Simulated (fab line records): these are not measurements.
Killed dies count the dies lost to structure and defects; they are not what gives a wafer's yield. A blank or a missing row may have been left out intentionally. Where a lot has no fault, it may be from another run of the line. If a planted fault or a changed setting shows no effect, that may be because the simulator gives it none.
Struck lot and sound lot, side by side | flow sfq_line | 24 out of 325 route steps
Sound: wafers L198.2, L198.4, L198.6. The struck wafers were L206.1, L206.2, L206.5. Last of all comes the cause.
Each step with rows lists, per side, the tool, then ch with its chambers, then its first start. Under that, the readings that differ: sound wafers | struck wafers | difference of the means | sigmas: that difference in standard deviations of wafers without a fault.
alike: readings whose means differ by less than 2 such deviations, and words and numbers that are the same on both sides. not compared: withheld readings, readings that some wafer has no value for, bounds like >300 that may hide the same value, and numbers for which the record gives no deviation and whose values overlap.
A row with sigmas, a row that says differs or no value, or rows on one side alone: a step with any of these is where the two part. Non-overlapping numbers with no deviation appear without sigmas and do not part them. A reading missing from all wafers of one side parts the sides only when that side holds two or more wafers.

first, 6 steps without rows for these wafers: SFQ_TRILAYER_I0_VIA_LITHO_COAT_036 (resist thk 62 nm); SFQ_TRILAYER_I0_VIA_LITHO_COAT_031 (resist thk 650 nm); SFQ_TRILAYER_I0_VIA_LITHO_SOFTBAKE_035; SFQ_TRILAYER_I0_VIA_LITHO_EXPOSE_032 (exposes mask I0, target cd 500 nm); SFQ_TRILAYER_I0_VIA_LITHO_PEB_034 (peb time 60 s); SFQ_TRILAYER_I0_VIA_LITHO_DEVELOP_033 (time 60 s).
SFQ_I0_OVL_MEAS_908:
  struck on overlay-01, day 21 15:54; sound on overlay-02, day 17 16:09
  alike: I0_OVL
SFQ_TRILAYER_I0_VIA_BARC_OPEN_VIA_ETCH_046: etches BARC in O2, target depth 125 nm, time 41.7 s.
  sound on rie_diel-02 ch 0,2,3, day 17 16:11; struck on rie_diel-02 ch 2,3, day 21 15:56
  alike: drypump_motor_current_A, oes_product_au
  not compared: rf_hours_counter_h
SFQ_TRILAYER_I0_VIA_ETCH_VIA_ETCH_034: etches SiO2 in CHF3, stops on Nb, target depth 260 nm.
  sound on rie_diel-02 ch 0,2,3, day 17 16:13; struck on rie_diel-02 ch 2,3, day 21 15:59
  alike: drypump_motor_current_A, oes_product_au
SFQ_TRILAYER_I0_VIA_STRIP_STRIP_035: strips in O2.
  sound on rie_metal-02 ch 0, day 17 16:32; struck on rie_metal-01 ch 1, day 21 16:05
  alike: drypump_motor_current_A, oes_product_au
  not compared: rf_hours_counter_h
then, 2 steps without rows for these wafers: SFQ_TRILAYER_I0_VIA_STRIP_SOLV_CLEAN_036 (cleans in NMP, time 600 s); SFQ_TRILAYER_M1_DEP_PRE_CLEAN_038 (time 22.5 s).
SFQ_TRILAYER_M1_DEP_SPUTTER_037: material Nb, target thk 200 nm, time 133.3 s.
  struck on pvd_sputter-03, day 21 17:29; sound on pvd_sputter-03, day 17 17:44
  no value came back on the struck wafers for base_pressure_pa (Pa), cathode_dc_power_W (W), throttle_valve_pct (%); on the sound wafers base_pressure_pa (Pa) reads 1.29e-06 1.36e-06 1.38e-06
SFQ_M1_RS_MEAS_909: the measuring method here is four-point-probe.
  struck on film_metro-02, day 21 17:35; sound on film_metro-02, day 17 17:51
  reading           | sound             | struck | difference                    | sigmas
  M1_NB_RS (ohm/sq) | 0.895 0.896 0.903 | - - -  | no value on the struck wafers |
then, 6 steps without rows for these wafers: SFQ_TRILAYER_M1_LITHO_COAT_044 (resist thk 62 nm); SFQ_TRILAYER_M1_LITHO_COAT_039 (resist thk 600 nm); SFQ_TRILAYER_M1_LITHO_SOFTBAKE_043; SFQ_TRILAYER_M1_LITHO_EXPOSE_040 (exposes mask M1, target cd 500 nm); SFQ_TRILAYER_M1_LITHO_PEB_042 (peb time 60 s); SFQ_TRILAYER_M1_LITHO_DEVELOP_041 (time 60 s).
-- the record jumps here: 6 days lie between the struck wafers' starts before and after --
SFQ_M1_OVL_MEAS_911:
  struck on overlay-01, day 27 18:06; sound on overlay-01, day 24 06:35
  alike: M1_OVL
SFQ_TRILAYER_M1_BARC_OPEN_METAL_ETCH_054: etches BARC in O2, target depth 125 nm, time 41.7 s.
  sound on rie_metal-01 ch 0,1, day 24 06:37; struck on rie_metal-04 ch 0,1, day 27 18:08
  alike: drypump_motor_current_A, oes_product_au
  not compared: rf_hours_counter_h
SFQ_TRILAYER_M1_ETCH_METAL_ETCH_042: etches Nb in Cl2/Ar, stops on SiO2, target depth 240 nm, time 120 s.
  sound on rie_metal-01 ch 0,1, day 24 06:40; struck on rie_metal-04 ch 0,1, day 27 18:12
  reading               | sound             | struck            | difference | sigmas
  oes_product_au (a.u.) | 0.889 0.896 0.892 | 0.380 0.375 0.372 | -0.517     | -76
  alike: drypump_motor_current_A
  not compared: rf_hours_counter_h
SFQ_TRILAYER_M1_STRIP_STRIP_043: strips in O2.
  sound on rie_metal-01 ch 0,1, day 24 06:48; struck on rie_metal-04 ch 0,1, day 27 18:19
  alike: drypump_motor_current_A, oes_product_au
  not compared: rf_hours_counter_h

## WHERE THEY PART
First at SFQ_TRILAYER_M1_DEP_SPUTTER_037; last, within this record, at SFQ_TRILAYER_M1_ETCH_METAL_ETCH_042. Later steps at which nothing parts them and some readings are alike: SFQ_TRILAYER_M1_STRIP_STRIP_043.

WHY: the cause the simulator had injected
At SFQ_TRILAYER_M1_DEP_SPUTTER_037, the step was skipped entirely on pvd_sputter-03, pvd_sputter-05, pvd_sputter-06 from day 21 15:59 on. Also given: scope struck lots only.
